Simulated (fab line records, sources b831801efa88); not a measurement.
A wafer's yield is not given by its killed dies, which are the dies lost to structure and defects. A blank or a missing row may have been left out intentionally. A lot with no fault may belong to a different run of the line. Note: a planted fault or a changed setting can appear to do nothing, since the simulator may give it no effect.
fab line records -- flow gf180mcu
[record] lots = 7, wafers = 21, last-day = 34
route steps=602 shown V1@361 M2@362
lots that met no fault: from a run of the same line without faults
start-h: hours from the record's opening day to when the first of the lot's shown wafers began -- wait-h: hours since the lot's step before -- " as in the row above -- L1.1+2: one row covering several wafers at once -- - value missing, or start not given -- * or withheld: withheld -- < > ~ a bound
route shown NAME@n: names a module that has steps shown in the file, with the first one's number in the route -- usual: mean and standard deviation over wafers with no fault -- same: alike in all rows -- chamber/n: place in a boat -- sites: the reading at each site -- _std_site: standard deviation of those values -- _edge_site: outer sites' mean less inner sites' -- radius-mm: how far each site lies from the wafer's centre -- mask NAME#n: copy n -- behind: the last tool/chamber to shape the wafer -- hold: what put the lot on hold/how long, in hours/how the hold closed -- device: the n, p or np transistor that did not switch -- end of line: the route-end tests of the same wafers -- for a step that has no rows: nothing shown but its recipe -- killed: dies that structure and defects cost at the first sort, which is not the same as the wafer's yield -- map: dies across one wafer; x = killed, . = not, _ = none there
set.NAME: the setting the step ran with; set.NAME@STEP: the setting that earlier step ran with -- model.NAME: the simulator's own value behind a step, which no gauge read
lots at some steps of the route; a table a step, a row a wafer
services: from which hour (start-h, from the record's first day; less than 0 if before it) a tool's chamber was out of use, for how many hours, and why
[[steps]]
[step GF_V1_CMP_26]
[recipe] stop-on = SiO2, down-force-psi = 3.5, platen-rpm = 60, t-overpolish-s = 15, target-thk-nm = 0, pad-velocity-m-s = 0.94248
[step GF_M2_SPUTTER_00]
[recipe] material = Ti, target-thk-nm = 37.5, arriving-ion-energy-ev = 80, substrate-temp-c = 200, chamber-pressure-pa = 2, power-w = 4000, time-s = 150
[usual] substrate-temp-c = 200.02/0.15, throttle-valve-pct = 29.7/0.52
lot.wafer,tool,chamber,start-h,wait-h,substrate-temp-c,throttle-valve-pct
L207.1,pvd-sputter-02,-,418.37,0.1,200.33,30.7
L207.3,pvd-sputter-02,-,418.37,0.1,199.84,28.7
L207.6,pvd-sputter-02,-,418.37,0.1,199.92,31.0
L211.1,pvd-sputter-01,-,459.69,0.1,200.06,29.6
L211.2,pvd-sputter-01,-,459.69,0.1,199.97,29.3
L211.4,pvd-sputter-01,-,459.69,0.1,200.14,30.4
L214.2,pvd-sputter-01,-,489.56,0.1,199.57,30.2
L214.4,pvd-sputter-01,-,489.56,0.1,199.75,28.8
L214.6,pvd-sputter-01,-,489.56,0.1,199.83,29.0
L215.1,pvd-sputter-03,-,498.24,0.2,200.12,30.0
L215.2,pvd-sputter-03,-,498.24,0.2,199.75,29.7
L215.5,pvd-sputter-03,-,498.24,0.2,199.99,29.7
L216.3,pvd-sputter-01,-,504.68,0.1,200.22,30.2
L216.4,pvd-sputter-01,-,504.68,0.1,199.92,30.3
L216.6,pvd-sputter-01,-,504.68,0.1,200.22,30.1
L226.2,pvd-sputter-01,-,577.77,0.2,200.15,29.1
L226.3,pvd-sputter-01,-,577.77,0.2,199.95,29.7
L226.4,pvd-sputter-01,-,577.77,0.2,200.12,30.6
L228.1,pvd-sputter-01,-,594.70,0.1,199.82,29.0
L228.2,pvd-sputter-01,-,594.70,0.1,200.06,29.9
L228.5,pvd-sputter-01,-,594.70,0.1,200.04,29.1
[step GF_M2_SPUTTER_01]
[recipe] material = TiN, target-thk-nm = 30, power-w = 6500, time-s = 25, chamber-pressure-pa = 0.4
[usual] throttle-valve-pct = 29.8/0.53
lot.wafer,tool,chamber,start-h,wait-h,throttle-valve-pct
L207.1,pvd-sputter-02,-,418.47,0.1,31.0
L207.3,pvd-sputter-02,-,418.47,0.1,28.6
L207.6,pvd-sputter-02,-,418.47,0.1,31.1
L211.1,pvd-sputter-01,-,459.79,0.1,29.9
L211.2,pvd-sputter-01,-,459.79,0.1,29.1
L211.4,pvd-sputter-01,-,459.79,0.1,30.4
L214.2,pvd-sputter-01,-,489.66,0.1,30.3
L214.4,pvd-sputter-01,-,489.66,0.1,29.0
L214.6,pvd-sputter-01,-,489.66,0.1,29.2
L215.1,pvd-sputter-03,-,498.34,0.1,29.7
L215.2,pvd-sputter-03,-,498.34,0.1,29.8
L215.5,pvd-sputter-03,-,498.34,0.1,29.9
L216.3,pvd-sputter-01,-,504.78,0.1,30.7
L216.4,pvd-sputter-01,-,504.78,0.1,30.1
L216.6,pvd-sputter-01,-,504.78,0.1,30.4
L226.2,pvd-sputter-01,-,577.87,0.1,29.1
L226.3,pvd-sputter-01,-,577.87,0.1,29.7
L226.4,pvd-sputter-01,-,577.87,0.1,30.2
L228.1,pvd-sputter-01,-,594.80,0.1,29.2
L228.2,pvd-sputter-01,-,594.80,0.1,30.2
L228.5,pvd-sputter-01,-,594.80,0.1,29.1
[step GF_M2_SPUTTER_02]
[recipe] material = AlCu, target-thk-nm = 450, power-w = 10600, time-s = 23.9, chamber-pressure-pa = 0.4
[usual] throttle-valve-pct = 29.8/0.54
lot.wafer,tool,chamber,start-h,wait-h,throttle-valve-pct
L207.1,pvd-sputter-02,-,418.50,0.0,31.1
L207.3,pvd-sputter-02,-,418.50,0.0,28.7
L207.6,pvd-sputter-02,-,418.50,0.0,31.1
L211.1,pvd-sputter-01,-,459.82,0.0,29.9
L211.2,pvd-sputter-01,-,459.82,0.0,28.9
L211.4,pvd-sputter-01,-,459.82,0.0,30.2
L214.2,pvd-sputter-01,-,489.69,0.0,30.3
L214.4,pvd-sputter-01,-,489.69,0.0,29.1
L214.6,pvd-sputter-01,-,489.69,0.0,29.1
L215.1,pvd-sputter-03,-,498.37,0.0,29.8
L215.2,pvd-sputter-03,-,498.37,0.0,29.8
L215.5,pvd-sputter-03,-,498.37,0.0,29.8
L216.3,pvd-sputter-01,-,504.81,0.0,30.3
L216.4,pvd-sputter-01,-,504.81,0.0,30.0
L216.6,pvd-sputter-01,-,504.81,0.0,30.0
L226.2,pvd-sputter-01,-,577.90,0.0,29.2
L226.3,pvd-sputter-01,-,577.90,0.0,29.8
L226.4,pvd-sputter-01,-,577.90,0.0,30.5
L228.1,pvd-sputter-01,-,594.83,0.0,29.3
L228.2,pvd-sputter-01,-,594.83,0.0,30.3
L228.5,pvd-sputter-01,-,594.83,0.0,29.1
[step GF_M2_SPUTTER_03]
[recipe] material = Ti, target-thk-nm = 10, substrate-temp-c = 300, chamber-pressure-pa = 0.3, power-w = 3000, time-s = 6.7
[usual] substrate-temp-c = 299.99/0.19, throttle-valve-pct = 29.8/0.53
lot.wafer,tool,chamber,start-h,wait-h,substrate-temp-c,throttle-valve-pct
L207.1,pvd-sputter-02,-,418.53,0.0,300.14,31.0
L207.3,pvd-sputter-02,-,418.53,0.0,299.89,28.8
L207.6,pvd-sputter-02,-,418.53,0.0,299.97,31.0
L211.1,pvd-sputter-01,-,459.85,0.0,300.16,29.9
L211.2,pvd-sputter-01,-,459.85,0.0,299.74,29.1
L211.4,pvd-sputter-01,-,459.85,0.0,300.25,30.2
L214.2,pvd-sputter-01,-,489.72,0.0,300.15,30.2
L214.4,pvd-sputter-01,-,489.72,0.0,299.98,29.0
L214.6,pvd-sputter-01,-,489.72,0.0,300.15,29.3
L215.1,pvd-sputter-03,-,498.40,0.0,300.01,30.0
L215.2,pvd-sputter-03,-,498.40,0.0,299.90,29.6
L215.5,pvd-sputter-03,-,498.40,0.0,299.76,29.8
L216.3,pvd-sputter-01,-,504.84,0.0,300.18,30.4
L216.4,pvd-sputter-01,-,504.84,0.0,299.92,30.2
L216.6,pvd-sputter-01,-,504.84,0.0,300.11,30.3
L226.2,pvd-sputter-01,-,577.93,0.0,300.27,28.8
L226.3,pvd-sputter-01,-,577.93,0.0,299.95,29.7
L226.4,pvd-sputter-01,-,577.93,0.0,300.08,30.2
L228.1,pvd-sputter-01,-,594.86,0.0,299.66,28.9
L228.2,pvd-sputter-01,-,594.86,0.0,300.00,30.5
L228.5,pvd-sputter-01,-,594.86,0.0,299.46,29.0
[step GF_M2_SPUTTER_04]
[recipe] material = TiN, target-thk-nm = 50, power-w = 6500, time-s = 41.7, chamber-pressure-pa = 0.4
[usual] throttle-valve-pct = 29.8/0.52
lot.wafer,tool,chamber,start-h,wait-h,throttle-valve-pct
L207.1,pvd-sputter-02,-,418.55,0.0,31.0
L207.3,pvd-sputter-02,-,418.55,0.0,28.6
L207.6,pvd-sputter-02,-,418.55,0.0,31.0
L211.1,pvd-sputter-01,-,459.87,0.0,29.6
L211.2,pvd-sputter-01,-,459.87,0.0,29.2
L211.4,pvd-sputter-01,-,459.87,0.0,30.3
L214.2,pvd-sputter-01,-,489.74,0.0,30.3
L214.4,pvd-sputter-01,-,489.74,0.0,29.1
L214.6,pvd-sputter-01,-,489.74,0.0,29.0
L215.1,pvd-sputter-03,-,498.42,0.0,29.9
L215.2,pvd-sputter-03,-,498.42,0.0,29.6
L215.5,pvd-sputter-03,-,498.42,0.0,29.8
L216.3,pvd-sputter-01,-,504.86,0.0,30.3
L216.4,pvd-sputter-01,-,504.86,0.0,30.0
L216.6,pvd-sputter-01,-,504.86,0.0,30.2
L226.2,pvd-sputter-01,-,577.95,0.0,28.9
L226.3,pvd-sputter-01,-,577.95,0.0,29.8
L226.4,pvd-sputter-01,-,577.95,0.0,30.3
L228.1,pvd-sputter-01,-,594.88,0.0,29.2
L228.2,pvd-sputter-01,-,594.88,0.0,30.6
L228.5,pvd-sputter-01,-,594.88,0.0,28.9
[step GF_M2_RS_MEAS_05]
[recipe] thk-meas-gauge = four-point-probe, reads = TiN_of_M2_SPUTTER_04+Ti_of_M2_SPUTTER_03+AlCu_of_M2_SPUTTER_02+TiN_of_M2_SPUTTER_01+Ti_of_M2_SPUTTER_00
[usual] M2_ALCU_RS = 0.0697/0.00076
lot.wafer,tool,chamber,start-h,wait-h,M2_ALCU_RS[ohm/sq]
L207.1,film-metro-04,-,418.59,0.0,0.0701
L207.3,film-metro-04,-,418.59,0.0,0.0690
L207.6,film-metro-04,-,418.59,0.0,0.0711
L211.1,film-metro-01,-,459.91,0.0,0.0691
L211.2,film-metro-01,-,459.91,0.0,0.0697
L211.4,film-metro-01,-,459.91,0.0,0.0685
L214.2,film-metro-01,-,489.80,0.0,0.0692
L214.4,film-metro-01,-,489.80,0.0,0.0691
L214.6,film-metro-01,-,489.80,0.0,0.0685
L215.1,film-metro-03,-,498.46,0.0,0.0694
L215.2,film-metro-03,-,498.46,0.0,0.0695
L215.5,film-metro-03,-,498.46,0.0,0.0698
L216.3,film-metro-03,-,504.94,0.1,0.0703
L216.4,film-metro-03,-,504.94,0.1,0.0694
L216.6,film-metro-03,-,504.94,0.1,0.0716
L226.2,film-metro-03,-,578.01,0.0,0.0708
L226.3,film-metro-03,-,578.01,0.0,0.0701
L226.4,film-metro-03,-,578.01,0.0,0.0702
L228.1,film-metro-03,-,594.92,0.0,0.0691
L228.2,film-metro-03,-,594.92,0.0,0.0686
L228.5,film-metro-03,-,594.92,0.0,0.0693
[step GF_M2_THK_MEAS_06]
[recipe] thk-meas-gauge = xrf, reads = AlCu_of_M2_SPUTTER_02
[usual] M2_ALCU_THK = 457/6.8
lot.wafer,tool,chamber,start-h,wait-h,M2_ALCU_THK[nm]
L207.1,film-metro-04,-,418.71,0.1,451
L207.3,film-metro-04,-,418.71,0.1,458
L207.6,film-metro-04,-,418.71,0.1,443
L211.1,film-metro-01,-,460.03,0.1,465
L211.2,film-metro-01,-,460.03,0.1,459
L211.4,film-metro-01,-,460.03,0.1,469
L214.2,film-metro-01,-,489.91,0.1,465
L214.4,film-metro-01,-,489.91,0.1,468
L214.6,film-metro-01,-,489.91,0.1,472
L215.1,film-metro-03,-,498.58,0.1,457
L215.2,film-metro-03,-,498.58,0.1,460
L215.5,film-metro-03,-,498.58,0.1,455
L216.3,film-metro-03,-,505.04,0.1,455
L216.4,film-metro-03,-,505.04,0.1,460
L216.6,film-metro-03,-,505.04,0.1,446
L226.2,film-metro-03,-,578.12,0.1,447
L226.3,film-metro-03,-,578.12,0.1,453
L226.4,film-metro-03,-,578.12,0.1,451
L228.1,film-metro-03,-,595.04,0.1,459
L228.2,film-metro-03,-,595.04,0.1,463
L228.5,film-metro-03,-,595.04,0.1,456
[step GF_M2_DEHYDRATE_07]
[recipe] temp-c = 200, time-s = 60
[step GF_M2_HMDS_08]
[recipe] prime-time-s = 60, prime-temp-c = 120
[step GF_M2_COAT_09]
[recipe] resist = KrF, spin-rpm = withheld, resist-thk-nm = 1000
[step GF_M2_SOFTBAKE_10]
[recipe] temp-c = 130, time-s = 60, resist = KrF
[step GF_M2_EXPOSE_11]
[recipe] mask-id = Metal2, target-cd-nm = 280, na = 0.68, source-shape = conventional, sigma-outer = 0.6, dose-mj = 28
[usual] exposure-dose-mJ-cm2 = 28.002/0.026, focus-offset-nm = -0.1/0.52
lot.wafer,tool,chamber,start-h,wait-h,mask,exposure-dose-mJ-cm2,focus-offset-nm
L207.1,krf-scanner-02,0,431.28,-,Metal2#0,27.982,0.1
L207.3,krf-scanner-02,0,431.28,-,Metal2#0,28.040,0.6
L207.6,krf-scanner-02,0,431.28,-,Metal2#0,27.986,0.0
L211.1,krf-scanner-02,0,471.64,-,Metal2#0,28.022,0.0
L211.2,krf-scanner-02,0,471.64,-,Metal2#0,28.028,0.2
L211.4,krf-scanner-02,0,471.64,-,Metal2#0,28.041,-0.9
L214.2,krf-scanner-01,-,501.87,-,Metal2#0,-,-
L214.4,krf-scanner-01,-,501.87,-,Metal2#0,-,-
L214.6,krf-scanner-01,-,501.87,-,Metal2#0,-,-
L215.1,krf-scanner-02,-,510.10,-,Metal2#0,-,-
L215.2,krf-scanner-02,-,510.10,-,Metal2#0,-,-
L215.5,krf-scanner-02,-,510.10,-,Metal2#0,-,-
L216.3,krf-scanner-01,-,516.48,-,Metal2#0,-,-
L216.4,krf-scanner-01,-,516.48,-,Metal2#0,-,-
L216.6,krf-scanner-01,-,516.48,-,Metal2#0,-,-
L226.2,krf-scanner-01,0,589.52,-,Metal2#0,27.989,0.4
L226.3,krf-scanner-01,0,589.52,-,Metal2#0,28.002,-0.7
L226.4,krf-scanner-01,0,589.52,-,Metal2#0,27.973,-0.3
L228.1,krf-scanner-01,0,604.97,-,Metal2#0,28.026,0.0
L228.2,krf-scanner-01,0,604.97,-,Metal2#0,28.033,-0.2
L228.5,krf-scanner-01,0,604.97,-,Metal2#0,28.009,-0.1
[step GF_M2_PEB_12]
[recipe] peb-temp-c = 135, peb-time-s = 90, resist = KrF
[[services]]
tool,chamber,start-h,hours,kind
krf-scanner-01,-,420.88,1.0,pm
krf-scanner-02,-,423.16,0.8,pm
pvd-sputter-01,-,432.86,0.8,repair
pvd-sputter-02,-,434.29,0.6,repair
krf-scanner-02,-,455.93,2.2,repair
krf-scanner-02,-,456.68,0.1,repair
krf-scanner-02,-,459.16,4.4,pm
krf-scanner-02,-,504.28,0.3,repair
krf-scanner-01,-,506.53,1.3,pm
krf-scanner-01,-,508.12,0.7,repair
krf-scanner-02,-,523.98,1.3,pm
krf-scanner-01,-,527.11,0.8,pm
krf-scanner-02,-,537.51,1.0,pm
krf-scanner-02,-,541.28,47.9,repair
pvd-sputter-02,-,542.41,5.5,repair
pvd-sputter-02,-,573.92,0.5,repair
krf-scanner-01,-,589.88,1.0,pm
[[key]]
[first-sign] step = GF_M2_EXPOSE_11, reading = tool-record, direction = missing
effect none on later readings
met-at GF_M2_EXPOSE_11
struck-wafers L214.2,L214.4,L214.6,L215.1,L215.2,L215.5,L216.3,L216.4,L216.6
later-rows-left-out L214.2,L214.4,L214.6,L215.1,L215.2,L215.5,L216.3,L216.4,L216.6
sort-left-out L214.2,L214.4,L214.6,L215.1,L215.2,L215.5,L216.3,L216.4,L216.6
onset-between 471.64 501.87
[fault] kind = skipped-step-whole, tool = krf-scanner-01,krf-scanner-02, chamber = -, onset-h = 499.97, steps = GF_M2_EXPOSE_11, scope = struck-lots-only
// sort-left-out: the simulated sort isn't trusted on such a fault, so these wafers' sort isn't shown, and their yield isn't known
// later-rows-left-out: the simulator's readings of these wafers behind a module that went badly wrong aren't trusted and aren't shown, but for the sort
